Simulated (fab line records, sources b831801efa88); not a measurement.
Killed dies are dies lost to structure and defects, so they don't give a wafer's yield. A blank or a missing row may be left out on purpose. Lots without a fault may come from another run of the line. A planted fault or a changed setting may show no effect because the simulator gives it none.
A struck lot beside a sound one | flow gf180mcu | 14 steps out of a route of 602
Sound: wafers L670.1, L670.3, L670.6. Struck: wafers L673.2, L673.5, L673.6. The cause comes at the end.
At each step with rows: each side's tool, then ch and its chambers, then its first start. Under that, the readings that differ: sound wafers | struck wafers | difference of the means | sigmas: that difference in standard deviations of wafers without a fault.
alike: readings whose means differ by less than 2 such deviations, and words and numbers that are the same on both sides. not compared: withheld readings, readings that some wafer has no value for, bounds like >300 that may hide the same value, and numbers for which the record gives no deviation and whose values overlap.
The two part at a step that has a row with sigmas, a row that says differs or no value, or rows on one side only. Numbers that don't overlap but have no deviation are shown without sigmas and don't part them. A reading that every wafer of one side lacks parts them only if that side has two wafers or more.

GF_POLY_GATE_OVL_MEAS_11:
  sound on overlay-01, day 9 16:35; struck on overlay-02, day 10 18:28
  alike: POLY_GATE_OVL
GF_POLY_GATE_ETCH_12: etches BARC in N2/H2.
  sound on rie_diel-03 ch 0,2,3, day 9 16:37; struck on rie_diel-04 ch 1,2, day 10 18:30
  reading               | sound             | struck            | difference | sigmas
  oes_product_au (a.u.) | 0.727 0.729 0.723 | 0.738 0.743 0.735 | +0.012     | +3
  alike: drypump_motor_current_A, throttle_valve_pct
GF_POLY_GATE_ETCH_13: etches poly-Si in HBr/Cl2, stops on SiO2, target depth 198.5 nm, time 69.6 s.
  sound on rie_si-02 ch 0,1,3, day 9 16:40; struck on rie_si-02 ch 1,2, day 10 18:33
  alike: drypump_motor_current_A, oes_product_au, throttle_valve_pct
  not compared: rf_hours_counter_h
GF_POLY_GATE_STRIP_14: strips in O2/N2.
  sound on plasma_asher-04 ch 1, day 9 16:43; struck on plasma_asher-01 ch 0,1, day 10 18:36
  alike: drypump_motor_current_A, heater_power_w, oes_product_au
  not compared: rf_hours_counter_h
then, 2 steps without rows for these wafers: GF_POLY_GATE_CLEAN_15 (cleans in SC1/SC2, time 150 s); GF_POLY_GATE_OXIDATION_16 (stabilise 600 s, purge 300 s, target thk 4 nm).
GF_POLY_GATE_THK_MEAS_17:
  sound on film_metro-03, day 9 18:07; struck on film_metro-03, day 10 22:55
  alike: POLY_GATE_OXIDATION_THK
GF_POLY_GATE_CD_MEAS_18:
  sound on cd_sem-01, day 9 18:11; struck on cd_sem-01, day 10 23:00
  alike: cd_nm
then, 4 steps without rows for these wafers: GF_HV_LDD_DEHYDRATE_00 (time 60 s); GF_HV_LDD_HMDS_01 (prime time 60 s); GF_HV_LDD_COAT_02 (resist thk 1000 nm); GF_HV_LDD_SOFTBAKE_03 (time 60 s).
GF_HV_LDD_EXPOSE_04: exposes mask Nplus LV AREA, target cd 400 nm.
  sound on iline_stepper-01 ch 0, day 10 03:27; struck on iline_stepper-01, day 11 07:44
  no value came back on the struck wafers for exposure_dose_mJ_cm2, focus_offset_nm (nm); on the sound wafers exposure_dose_mJ_cm2 reads 139.89 139.94 140.13
  alike: mask
then, 1 step without rows for these wafers: GF_HV_LDD_PEB_05.

WHERE THEY PART
First at GF_POLY_GATE_ETCH_12; last, within this record, at GF_HV_LDD_EXPOSE_04.

WHY: what the simulator had put in
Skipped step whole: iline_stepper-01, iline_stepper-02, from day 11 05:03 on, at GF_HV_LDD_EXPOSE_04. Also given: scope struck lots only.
